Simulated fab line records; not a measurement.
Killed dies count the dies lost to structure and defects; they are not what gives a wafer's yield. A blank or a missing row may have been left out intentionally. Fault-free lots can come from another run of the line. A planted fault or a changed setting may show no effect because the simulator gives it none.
The tool behind it: which one?	flow sky130	24 lots with 72 wafers sampled at 6 steps, on a route of 708 steps

WHAT EACH GAUGE READ, for each wafer
SKY_FIELD_ISO_THK_MEAS_02.
lot	measured	on	FIELD_ISO_OXIDATION_00_THK (nm)
L074	day 1 12:32	film metro-01	12.28 12.14 12.31
L075	day 1 17:21	film metro-01	12.58 12.74 12.83
L076	day 1 23:13	film metro-02	12.30 12.08 12.53
L077	day 2 03:11	film metro-04	12.36 12.20 12.38
L078	day 2 08:20	film metro-04	12.16 12.22 11.88
L079	day 2 12:50	film metro-04	12.59 12.66 12.73
L080	day 2 18:08	film metro-02	12.61 12.57 12.58
L081	day 2 22:38	film metro-01	12.20 12.45 12.35
L082	day 3 05:22	film metro-04	12.53 12.58 12.50
L083	day 3 09:34	film metro-02	12.38 12.56 12.54
L084	day 3 13:59	film metro-04	12.43 12.45 12.48
L085	day 3 19:45	film metro-01	12.08 11.95 12.18
L086	day 4 00:11	film metro-02	12.37 12.34 12.39
L087	day 4 05:53	film metro-01	12.51 12.37 12.62
L088	day 4 10:19	film metro-01	12.16 12.34 11.97
L089	day 4 14:40	film metro-01	12.54 12.71 12.53
L090	day 4 20:20	film metro-04	12.43 12.35 12.37
L091	day 5 00:44	film metro-01	12.29 12.38 12.41
L092	day 5 05:38	film metro-01	12.47 12.81 12.65
L093	day 5 10:38	film metro-02	12.33 12.24 12.05
L094	day 5 15:38	film metro-02	12.46 12.51 12.47
L095	day 5 21:02	film metro-02	12.00 11.91 12.08
L096	day 6 01:40	film metro-01	12.08 12.17 12.15
L097	day 6 06:58	film metro-02	12.05 12.17 12.20

SKY_VT_ADJUST_HVTR_TW_MEAS_11.
lot	measured	on	VT_ADJUST_HVTR_TW
L074	day 9 15:58	film metro-02	210.6 210.3 210.6
L075	day 9 23:22	film metro-01	209.9 209.9 210.6
L076	day 10 03:11	film metro-02	209.8 209.2 207.6
L077	day 10 07:59	film metro-01	212.9 213.9 213.4
L078	day 10 18:35	film metro-02	209.0 210.3 209.3
L079	day 10 23:38	film metro-01	213.0 212.1 213.2
L080	day 11 05:32	film metro-02	209.7 209.8 209.3
L081	day 11 12:29	film metro-01	210.5 210.6 210.5
L082	day 12 00:40	film metro-02	209.1 209.9 210.4
L083	day 12 05:02	film metro-02	209.6 208.5 209.2
L084	day 12 15:26	film metro-02	208.8 209.7 210.6
L085	day 12 17:29	film metro-01	212.4 211.6 211.7
L086	day 13 04:54	film metro-03	211.3 209.6 211.3
L087	day 13 09:44	film metro-03	209.4 210.8 210.7
L088	day 13 18:09	film metro-01	210.4 211.1 211.9
L089	day 13 23:55	film metro-02	211.0 210.4 212.3
L090	day 14 09:17	film metro-02	210.6 209.9 210.3
L091	day 14 17:52	film metro-03	210.0 210.0 209.7
L092	day 15 02:23	film metro-02	208.4 209.1 208.6
L093	day 15 06:29	film metro-01	212.1 211.7 212.2
L094	day 15 15:17	film metro-02	209.9 207.9 209.3
L095	day 15 22:14	film metro-03	208.5 209.0 210.1
L096	day 16 04:55	film metro-03	211.4 211.5 211.2
L097	day 16 09:32	film metro-03	211.8 211.9 209.9

SKY_SONOS_ONO_THK_MEAS_03.
lot	measured	on	SONOS_ONO_CVD_02_THK (nm)
L074	day 11 20:15	film metro-02	10.66 10.90 10.70
L075	day 12 01:57	film metro-01	10.70 10.67 10.70
L076	day 12 08:25	film metro-02	10.70 10.64 10.63
L077	day 12 11:59	film metro-04	10.41 10.36 10.41
L078	day 12 22:50	film metro-02	10.58 10.64 10.76
L079	day 13 03:02	film metro-04	10.51 10.55 10.55
L080	day 13 09:56	film metro-02	10.50 10.48 10.56
L081	day 13 17:55	film metro-04	10.44 10.51 10.47
L082	day 14 09:19	film metro-01	10.52 10.49 10.59
L083	day 14 12:32	film metro-02	10.57 10.51 10.52
L084	day 14 22:32	film metro-01	10.65 10.70 10.69
L085	day 15 01:55	film metro-02	10.44 10.42 10.58
L086	day 15 15:23	film metro-01	10.52 10.55 10.39
L087	day 15 20:37	film metro-01	10.50 10.45 10.52
L088	day 16 03:14	film metro-04	10.67 10.60 10.69
L089	day 16 10:58	film metro-04	10.72 10.66 10.61
L090	day 16 20:13	film metro-04	10.27 10.33 10.34
L091	day 17 07:51	film metro-04	10.59 10.60 10.53
L092	day 17 17:47	film metro-04	10.62 10.49 10.59
L093	day 17 22:28	film metro-04	10.46 10.58 10.67
L094	day 18 08:10	film metro-01	10.46 10.38 10.34
L095	day 18 14:55	film metro-04	10.82 10.76 10.93
L096	day 18 22:16	film metro-01	10.67 10.77 10.75
L097	day 19 01:05	film metro-01	10.45 10.58 10.51

SKY_VIA3_BOW_MEAS_03.
lot	measured	on	VIA3_BOW (um)
L074	day 38 19:44	film metro-03	76 81 90
L075	day 39 05:34	film metro-02	74 79 73
L076	day 39 09:10	film metro-04	79 85 83
L077	day 39 20:10	film metro-03	80 83 84
L078	day 40 02:40	film metro-03	73 79 81
L079	day 40 05:31	film metro-04	71 79 74
L080	day 40 14:24	film metro-03	80 69 75
L081	day 40 20:48	film metro-04	72 74 80
L082	day 41 09:25	film metro-02	76 67 72
L083	day 41 14:39	film metro-03	76 80 65
L084	day 41 19:04	film metro-04	87 82 80
L085	day 42 00:59	film metro-03	75 81 75
L086	day 42 07:47	film metro-03	75 76 58
L087	day 42 15:35	film metro-03	82 88 86
L088	day 42 22:16	film metro-02	90 73 80
L089	day 43 06:41	film metro-04	85 84 85
L090	day 43 10:14	film metro-04	70 75 67
L091	day 43 19:45	film metro-03	72 79 78
L092	day 43 23:59	film metro-03	92 78 83
L093	day 44 05:13	film metro-04	69 102 78
L094	day 44 12:40	film metro-04	88 72 82
L095	day 44 17:53	film metro-03	88 79 83
L096	day 44 22:26	film metro-02	76 75 90
L097	day 45 11:19	film metro-04	97 93 82

SKY_VIA4_BOW_MEAS_03.
lot	measured	on	VIA4_BOW (um)
L074	day 42 00:14	film metro-02	80 83 91
L075	day 42 10:39	film metro-01	74 81 76
L076	day 42 14:37	film metro-02	79 86 83
L077	day 42 22:57	film metro-01	88 89 89
L078	day 43 06:47	film metro-01	76 83 86
L079	day 43 09:15	film metro-04	72 81 76
L080	day 43 18:48	film metro-04	77 66 71
L081	day 43 23:14	film metro-02	71 73 79
L082	day 44 10:29	film metro-04	77 67 74
L083	day 44 16:44	film metro-01	74 80 64
L084	day 44 20:13	film metro-01	87 84 79
L085	day 45 02:07	film metro-01	80 84 80
L086	day 45 08:03	film metro-01	76 76 59
L087	day 45 15:41	film metro-01	89 94 92
L088	day 45 20:49	film metro-01	90 75 80
L089	day 46 03:44	film metro-04	89 89 90
L090	day 46 08:10	film metro-04	67 71 64
L091	day 46 16:08	film metro-01	74 82 80
L092	day 46 20:09	film metro-04	93 79 85
L093	day 47 00:34	film metro-02	68 101 77
L094	day 47 08:26	film metro-04	92 77 86
L095	day 47 13:52	film metro-01	90 79 83
L096	day 47 16:31	film metro-01	79 76 92
L097	day 48 03:52	film metro-04	99 94 83

WHICH TOOL RAN EACH LOT (tool, then ch and the chambers of the sampled wafers, then the start)
lot	SKY_VIA1_ETCH_15
L074	rie diel-03 ch 1,2,3, day 34 03:53
L075	rie diel-02 ch 0,2,3, day 34 14:11
L076	rie diel-02 ch 0,1, day 34 18:35
L077	rie diel-04 ch 0,1,2, day 35 05:07
L078	rie diel-02 ch 0,3, day 35 12:32
L079	rie diel-02 ch 0,1,3, day 35 15:52
L080	rie diel-04 ch 0,2,3, day 36 00:41
L081	rie diel-03 ch 1,2,3, day 36 09:23
L082	rie diel-03 ch 0,3, day 36 21:56
L083	rie diel-02 ch 1,2,3, day 37 03:02
L084	rie diel-02 ch 1,3, day 37 08:44
L085	rie diel-02 ch 0,3, day 37 15:59
L086	rie diel-03 ch 1,2,3, day 37 22:50
L087	rie diel-02 ch 1,3, day 38 06:14
L088	rie diel-02 ch 2,3, day 38 13:28
L089	rie diel-02 ch 0,3, day 38 21:52
L090	rie diel-04 ch 0,1, day 39 02:23
L091	rie diel-03 ch 1,2,3, day 39 13:23
L092	rie diel-02 ch 1,2, day 39 18:35
L093	rie diel-02 ch 0,1, day 39 22:47
L094	rie diel-03 ch 1,2, day 40 07:49
L095	rie diel-04 ch 1,2, day 40 12:52
L096	rie diel-03 ch 0,1,3, day 40 18:32
L097	rie diel-02 ch 0,1,3, day 41 08:56
- SKY_VIA1_ETCH_15: etches SiO2 in C4F8/O2/Ar, stops on TiN, target depth 351 nm, time 54 s.

WHAT THE TOOLS THEMSELVES READ (means of the sampled wafers that have a number; where no wafer has one, the mark that the record gives instead)
SKY_VIA1_ETCH_15.
lot	tool	oes product au (a.u.)
L074	rie diel-03	0.985
L075	rie diel-02	0.980
L076	rie diel-02	0.980
L077	rie diel-04	0.984
L078	rie diel-02	0.978
L079	rie diel-02	0.982
L080	rie diel-04	0.984
L081	rie diel-03	0.979
L082	rie diel-03	0.981
L083	rie diel-02	0.976
L084	rie diel-02	0.986
L085	rie diel-02	0.985
L086	rie diel-03	0.983
L087	rie diel-02	0.984
L088	rie diel-02	0.975
L089	rie diel-02	0.977
L090	rie diel-04	0.980
L091	rie diel-03	0.979
L092	rie diel-02	0.977
L093	rie diel-02	0.984
L094	rie diel-03	0.987
L095	rie diel-04	0.983
L096	rie diel-03	0.981
L097	rie diel-02	0.977

THE ANSWER, worked out from the rows above alone
Rule: usual is defined by the lots themselves. Put in order of their means at a reading, lots are off if they are a third of the lots or fewer, leave a main group of 4 or more, and stand apart from it by a gap of 3 or more times the standard deviation of the main group's means; of several such gaps the widest counts. If all means in a main group match to the digits the tables above print for the reading, that group is not used. Also off: a lot with no number at a reading for which 4 or more lots have one. All remaining lots with rows at the step are treated as sound. First the gauges in route order, then the tools' own readings, where a lot's mean is used as printed above. At the first step where some lot is off, the reading lying furthest off is the one used; lots without a number count as furthest.
Nothing can be told from this: no lot is off at any reading shown.

WHAT WAS PUT IN BY THE SIMULATOR
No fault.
